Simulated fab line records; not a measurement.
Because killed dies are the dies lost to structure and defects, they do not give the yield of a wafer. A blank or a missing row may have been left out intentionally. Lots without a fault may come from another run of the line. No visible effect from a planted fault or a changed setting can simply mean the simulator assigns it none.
fab line records -- flow sky130
[record] lots = 12, wafers = 36, last-day = 50
route steps=708 shown CAPM@551 METAL3@563 VIA3@594 METAL4@598 PAD_OPEN@708
lots that met no fault: taken from a fault-free run of the same line
start-h: start of the lot's first displayed wafer, in hours after the record's first day -- wait-h: hours from the lot's prior step to this one -- " same as the row above -- L1.1+2: a single row standing in for several wafers -- - either no value or no given start -- * or withheld: withheld -- < > ~ a bound
route shown NAME@n: a module of which the file shows steps, and the number in the route of the first -- usual: mean and standard deviation over wafers with no fault -- same: alike in all rows -- chamber/n: place in a boat -- sites: each site's reading -- _std_site: their standard deviation -- _edge_site: inner sites' mean taken away from outer sites' mean -- radius-mm: for every site, how far away it sits from the centre of the wafer -- mask NAME#n: copy n -- behind: the last tool/chamber to shape the wafer -- hold: what put the lot on hold/how long, in hours/how the hold closed -- device: which transistor (n, p or np) failed to switch -- end of line: tests run on the same wafers once the route is complete -- for a step that has no rows: nothing shown but its recipe -- killed: not the wafer's yield, but the dies lost to structure and defects at the first sort -- map: a wafer's dies, x killed, . not, _ none there
set.NAME: the setting as run; set.NAME@STEP: as run at that earlier step -- model.NAME: the simulator's own value behind a step, which no gauge read
route steps across a sampled set of lots; one table per step, one row per wafer
services: from which hour (start-h, from the record's first day; less than 0 if before it) a tool's chamber was out of use, for how many hours, and why
[[steps]]
[step SKY_CAPM_STRIP_14]
[recipe] chemistry = O2/N2, power-w = 1400, pressure-mtorr = 1500, platen-temp-c = withheld, o2-flow-sccm = 3000, n2-flow-sccm = 300, overash-fraction = 0.5
[usual] drypump-motor-current-A = 5.5/0.46, oes-product-au = 0.710/0.0045, strip-time-to-endpoint-s = 12.66/0.046
lot.wafer,tool,chamber,start-h,wait-h,drypump-motor-current-A,oes-product-au,rf-hours-counter-h,strip-time-to-endpoint-s
L933.3,plasma-asher-04,1,862.52,0.1,5.7,0.705,-,12.69
L933.5,plasma-asher-04,0,862.52,0.1,5.0,0.706,-,12.67
L933.6,plasma-asher-04,1,862.52,0.1,5.6,0.715,-,12.66
L934.1,plasma-asher-02,1,867.83,0.1,6.5,0.707,12,12.65
L934.5,plasma-asher-02,1,867.83,0.1,6.5,0.714,-,12.64
L934.6,plasma-asher-02,0,867.83,0.1,5.2,0.708,-,12.67
L939.2,plasma-asher-01,1,920.27,0.1,5.4,0.719,76,12.60
L939.3,plasma-asher-01,1,920.27,0.1,5.4,0.713,-,12.61
L939.6,plasma-asher-01,1,920.27,0.1,5.4,0.714,-,12.66
L938.1,plasma-asher-02,0,921.93,0.1,5.2,0.712,17,12.63
L938.2,plasma-asher-02,1,921.93,0.1,6.5,0.709,17,12.69
L938.6,plasma-asher-02,0,921.93,0.1,5.2,0.716,-,12.63
L940.1,plasma-asher-04,0,925.03,0.1,5.0,0.716,51,12.79
L940.2,plasma-asher-04,1,925.03,0.1,5.6,0.716,51,12.77
L940.6,plasma-asher-04,1,925.03,0.1,5.6,0.718,-,12.76
L942.1,plasma-asher-04,1,953.07,0.1,5.6,0.708,54,12.69
L942.4,plasma-asher-04,0,953.07,0.1,5.0,0.709,-,12.64
L942.6,plasma-asher-04,1,953.07,0.1,5.6,0.712,-,12.66
L944.2,plasma-asher-01,0,955.08,0.1,5.7,0.719,79,12.55
L944.4,plasma-asher-01,0,955.08,0.1,5.7,0.711,-,12.56
L944.6,plasma-asher-01,1,955.08,0.1,5.4,0.707,-,12.56
L943.1,plasma-asher-02,0,956.80,0.1,5.3,0.706,21,12.66
L943.2,plasma-asher-02,1,956.80,0.1,6.5,0.714,21,12.70
L943.3,plasma-asher-02,0,956.80,0.1,5.2,0.703,-,12.64
L945.2,plasma-asher-02,1,963.84,0.1,6.5,0.704,22,12.64
L945.3,plasma-asher-02,0,963.84,0.1,5.3,0.706,-,12.65
L945.4,plasma-asher-02,1,963.84,0.1,6.5,0.709,-,12.62
L952.2,plasma-asher-04,1,1006.35,0.1,5.7,0.712,59,12.62
L952.5,plasma-asher-04,0,1006.35,0.1,5.0,0.710,-,12.69
L952.6,plasma-asher-04,1,1006.35,0.1,5.6,0.719,-,12.60
L955.1,plasma-asher-04,1,1024.87,0.1,5.6,0.712,61,12.63
L955.2,plasma-asher-04,0,1024.87,0.1,5.0,0.708,61,12.62
L955.4,plasma-asher-04,0,1024.87,0.1,5.0,0.707,-,12.66
L956.2,plasma-asher-01,0,1028.97,0.1,5.7,0.708,87,12.64
L956.3,plasma-asher-01,0,1028.97,0.1,5.6,0.716,-,12.62
L956.4,plasma-asher-01,1,1028.97,0.1,5.4,0.706,-,12.60
[step SKY_METAL3_CD_MEAS_13]
[recipe] target-cd-nm = 300
[usual] cd-nm = 299.8/1.3
lot.wafer,tool,chamber,start-h,wait-h,cd-nm
L933.3,cd-sem-01,-,889.86,-,299.5
L933.5,cd-sem-01,-,889.86,-,299.8
L933.6,cd-sem-01,-,889.86,-,299.4
L934.1,cd-sem-02,-,896.11,-,299.0
L934.5,cd-sem-02,-,896.11,-,298.3
L934.6,cd-sem-02,-,896.11,-,298.0
L939.2,cd-sem-01,-,944.63,-,299.8
L939.3,cd-sem-01,-,944.63,-,298.8
L939.6,cd-sem-01,-,944.63,-,298.6
L938.1,cd-sem-01,-,946.05,-,294.6
L938.2,cd-sem-01,-,946.05,-,296.6
L938.6,cd-sem-01,-,946.05,-,295.7
L940.1,cd-sem-01,-,949.86,-,299.9
L940.2,cd-sem-01,-,949.86,-,300.1
L940.6,cd-sem-01,-,949.86,-,300.1
L942.1,cd-sem-01,-,978.12,-,300.3
L942.4,cd-sem-01,-,978.12,-,301.8
L942.6,cd-sem-01,-,978.12,-,302.5
L944.2,cd-sem-01,-,980.19,-,299.8
L944.4,cd-sem-01,-,980.19,-,299.0
L944.6,cd-sem-01,-,980.19,-,300.1
L943.1,cd-sem-01,-,980.82,-,298.5
L943.2,cd-sem-01,-,980.82,-,299.2
L943.3,cd-sem-01,-,980.82,-,299.3
L945.2,cd-sem-01,-,988.59,-,301.8
L945.3,cd-sem-01,-,988.59,-,301.9
L945.4,cd-sem-01,-,988.59,-,302.3
L952.2,cd-sem-01,-,1029.79,-,299.8
L952.5,cd-sem-01,-,1029.79,-,298.8
L952.6,cd-sem-01,-,1029.79,-,300.3
L955.1,cd-sem-01,-,1047.02,-,302.2
L955.2,cd-sem-01,-,1047.02,-,301.9
L955.4,cd-sem-01,-,1047.02,-,301.8
L956.2,cd-sem-01,-,1053.78,-,301.8
L956.3,cd-sem-01,-,1053.78,-,299.7
L956.4,cd-sem-01,-,1053.78,-,300.6
[step SKY_VIA3_CVD_21]
[recipe] material = W, target-thk-nm = 390, time-s = 117.31, temp-c = 400, pressure-torr = 40
[usual] heater-power-w = 784/56
lot.wafer,tool,chamber,start-h,wait-h,heater-power-w
L933.3,cvd-w-02,0,917.60,0.1,774
L933.5,cvd-w-02,1,917.60,0.1,827
L933.6,cvd-w-02,0,917.60,0.1,785
L934.1,cvd-w-02,1,924.10,0.0,824
L934.5,cvd-w-02,1,924.10,0.0,811
L934.6,cvd-w-02,0,924.10,0.0,770
L939.2,cvd-w-01,0,971.23,0.0,821
L939.3,cvd-w-01,0,971.23,0.0,836
L939.6,cvd-w-01,0,971.23,0.0,836
L938.1,cvd-w-02,1,972.94,0.0,827
L938.2,cvd-w-02,0,972.94,0.0,788
L938.6,cvd-w-02,0,972.94,0.0,762
L940.1,cvd-w-02,0,976.23,0.0,771
L940.2,cvd-w-02,1,976.23,0.0,810
L940.6,cvd-w-02,0,976.23,0.0,779
L942.1,cvd-w-02,1,1004.53,0.0,848
L942.4,cvd-w-02,1,1004.53,0.0,845
L942.6,cvd-w-02,0,1004.53,0.0,768
L944.2,cvd-w-02,1,1005.71,0.0,829
L944.4,cvd-w-02,0,1005.71,0.0,760
L944.6,cvd-w-02,1,1005.71,0.0,826
L943.1,cvd-w-01,0,1006.84,0.0,838
L943.2,cvd-w-01,1,1006.84,0.0,680
L943.3,cvd-w-01,1,1006.84,0.0,672
L945.2,cvd-w-02,1,1014.04,0.0,816
L945.3,cvd-w-02,1,1014.04,0.0,860
L945.4,cvd-w-02,0,1014.04,0.0,792
L952.2,cvd-w-01,1,1056.01,0.0,666
L952.5,cvd-w-01,1,1056.01,0.0,659
L952.6,cvd-w-01,0,1056.01,0.0,842
L955.1,cvd-w-02,1,1070.29,0.0,849
L955.2,cvd-w-02,0,1070.29,0.0,778
L955.4,cvd-w-02,0,1070.29,0.0,802
L956.2,cvd-w-02,1,1076.44,0.0,825
L956.3,cvd-w-02,1,1076.44,0.0,820
L956.4,cvd-w-02,0,1076.44,0.0,779
[step SKY_METAL4_SPUTTER_00]
[recipe] material = Ti, target-thk-nm = 15, power-w = 3000, time-s = 10, chamber-pressure-pa = 0.4
[usual] chamber-pressure-pa = 0.4001/0.00083, throttle-valve-pct = 30.2/1.2
lot.wafer,tool,chamber,start-h,wait-h,chamber-pressure-pa,throttle-valve-pct
L933.3,pvd-sputter-03,-,918.17,0.2,0.4001,31.6
L933.5,pvd-sputter-03,-,918.17,0.2,0.3990,31.6
L933.6,pvd-sputter-03,-,918.17,0.2,0.4011,31.2
L934.1,pvd-sputter-02,-,924.70,0.1,0.3987,31.2
L934.5,pvd-sputter-02,-,924.70,0.1,0.4005,29.6
L934.6,pvd-sputter-02,-,924.70,0.1,0.4009,29.6
L939.2,pvd-sputter-04,-,971.99,0.2,0.4000,27.3
L939.3,pvd-sputter-04,-,971.99,0.2,0.3986,31.1
L939.6,pvd-sputter-04,-,971.99,0.2,0.3997,27.4
L938.1,pvd-sputter-03,-,975.14,0.2,0.4003,31.5
L938.2,pvd-sputter-03,-,975.14,0.2,0.4003,31.2
L938.6,pvd-sputter-03,-,975.14,0.2,0.4003,31.5
L940.1,pvd-sputter-03,-,976.84,0.2,0.4007,31.4
L940.2,pvd-sputter-03,-,976.84,0.2,0.3988,31.3
L940.6,pvd-sputter-03,-,976.84,0.2,0.4007,31.2
L942.1,pvd-sputter-04,-,1005.13,0.1,0.3988,30.7
L942.4,pvd-sputter-04,-,1005.13,0.1,0.4014,29.5
L942.6,pvd-sputter-04,-,1005.13,0.1,0.3989,30.5
L944.2,pvd-sputter-03,-,1006.32,0.2,0.3723,32.6
L944.4,pvd-sputter-03,-,1006.32,0.2,0.4009,31.1
L944.6,pvd-sputter-03,-,1006.32,0.2,0.3997,30.1
L943.1,pvd-sputter-04,-,1007.45,0.1,0.3997,27.2
L943.2,pvd-sputter-04,-,1007.45,0.1,0.4012,30.4
L943.3,pvd-sputter-04,-,1007.45,0.1,0.3998,31.1
L945.2,pvd-sputter-03,-,1014.64,0.1,0.3996,29.9
L945.3,pvd-sputter-03,-,1014.64,0.1,0.4012,30.2
L945.4,pvd-sputter-03,-,1014.64,0.1,0.3732,32.4
L952.2,pvd-sputter-04,-,1057.03,0.2,0.4001,30.4
L952.5,pvd-sputter-04,-,1057.03,0.2,0.4017,31.0
L952.6,pvd-sputter-04,-,1057.03,0.2,0.3994,30.6
L955.1,pvd-sputter-04,-,1070.89,0.2,0.3989,30.7
L955.2,pvd-sputter-04,-,1070.89,0.2,0.4012,29.7
L955.4,pvd-sputter-04,-,1070.89,0.2,0.3999,30.6
L956.2,pvd-sputter-04,-,1077.21,0.1,0.3997,30.9
L956.3,pvd-sputter-04,-,1077.21,0.1,0.3986,30.5
L956.4,pvd-sputter-04,-,1077.21,0.1,0.4016,29.7
[step SKY_PAD_OPEN_PROBE_99]
[usual] defect-limited-yield = 82.5/1.9, killed_at_M0_to_M3 = 44/6.6, killed_at_M4_up = 3.0/2, killed-at-contacts = 24/5.1, killed-at-front-end = 15/4.1, killed-at-other = 0.4/0.62, killed-dies = 86/9.3, killed-open = 46/6.8, killed-short = 40/5.8, sort_bin_3_pad_short = 0.8/0.4, sort_bin_5_function = 10.3/1.4, sort_bin_6_memory = 6.4/1, sort-n-pass = 406/9.3, sort-yield-pct = 82.5/1.9
[same] gross-dies = 492, killed-at-back-side = 0, sort_bin_4_leakage[%] = 0, sort_bin_8_speed[%] = 0
lot.wafer,tool,chamber,start-h,wait-h,defect-limited-yield[%],killed_at_M0_to_M3,killed_at_M4_up,killed-at-contacts,killed-at-front-end,killed-at-other,killed-dies,killed-open,killed-short,sort_bin_3_pad_short[%],sort_bin_5_function[%],sort_bin_6_memory[%],sort-n-pass,sort-yield-pct[%]
L944.2,prober-01,-,1140.12,0.1,86.0,43,3,14,9,0,69,31,38,0.6,8.1,5.3,423,86.0
L944.4,prober-01,-,1140.22,0.2,83.5,36,3,25,17,0,81,46,35,0.8,8.9,6.7,411,83.5
L944.6,prober-01,-,1140.32,0.2,80.7,60,2,21,12,0,95,43,51,1.0,12.6,5.7,397,80.7
// killed by level:class
L944.2 METAL1:geometric-particle:short=12 VIA1:geometric-particle:open=8 VIA2:geometric-particle:open=6 LOCAL_INTERCONNECT:geometric-particle:short=4 VIA3:geometric-particle:short=4 FIELD_ISO:geometric-particle:short=3 LI_CONTACT:geometric-particle:open=3 CONTACT:geometric-particle:open=3
L944.4 CONTACT:geometric-particle:open=9 VIA3:geometric-particle:open=7 VIA1:geometric-particle:open=7 LOCAL_INTERCONNECT:geometric-particle:short=6 METAL1:geometric-particle:short=6 FIELD_ISO:geometric-particle:open=5 POLY_GATE:geometric-particle:open=5 LI_CONTACT:geometric-particle:open=5
L944.6 VIA1:geometric-particle:open=12 METAL1:geometric-particle:short=11 LOCAL_INTERCONNECT:geometric-particle:short=7 VIA2:geometric-particle:open=7 VIA1:geometric-particle:short=6 METAL3:geometric-particle:short=6 CONTACT:geometric-particle:short=5 CONTACT:geometric-particle:open=5
[[services]]
tool,chamber,start-h,hours,kind
pvd-sputter-04,-,843.98,14.7,repair
cvd-w-02,-,870.64,1.0,repair
cvd-w-02,-,901.08,6.0,pm
pvd-sputter-04,-,903.38,32.2,repair
cvd-w-01,-,904.00,14.0,pm
cvd-w-01,0,904.00,14.0,vent-cycle
cvd-w-01,1,904.00,14.0,vent-cycle
plasma-asher-04,-,917.96,3.3,repair
cvd-w-01,0,918.00,-,clean
cvd-w-01,1,918.00,-,clean
cvd-w-01,-,920.78,6.9,pm
cvd-w-02,-,946.47,1.4,repair
plasma-asher-04,-,1002.30,2.8,pm
cvd-w-01,0,1056.86,7.8,repair
[[key]]
[first-sign] step = SKY_METAL4_SPUTTER_00, reading = chamber-pressure-pa, direction = down, sigmas = 33, usual = 0.4001, struck = 0.3727
effect none on later readings
met-at SKY_METAL4_SPUTTER_00
struck-lots L944,L945
struck-wafers L944.2,L945.4
not-acting-at SKY_CAPM_STRIP_14,SKY_METAL3_CD_MEAS_13,SKY_VIA3_CVD_21
onset-between 976.84 1006.32
[fault] kind = process-parameter-drift, tool = pvd-sputter-03, chamber = -, onset-h = 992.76, steps = SKY_METAL4_SPUTTER_00, channel = chamber-pressure-pa, offset = -0.028723, shape = step, end-h = 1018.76, acts-in = these-recipes-only, stated = 0.4, scope = struck-wafers-only
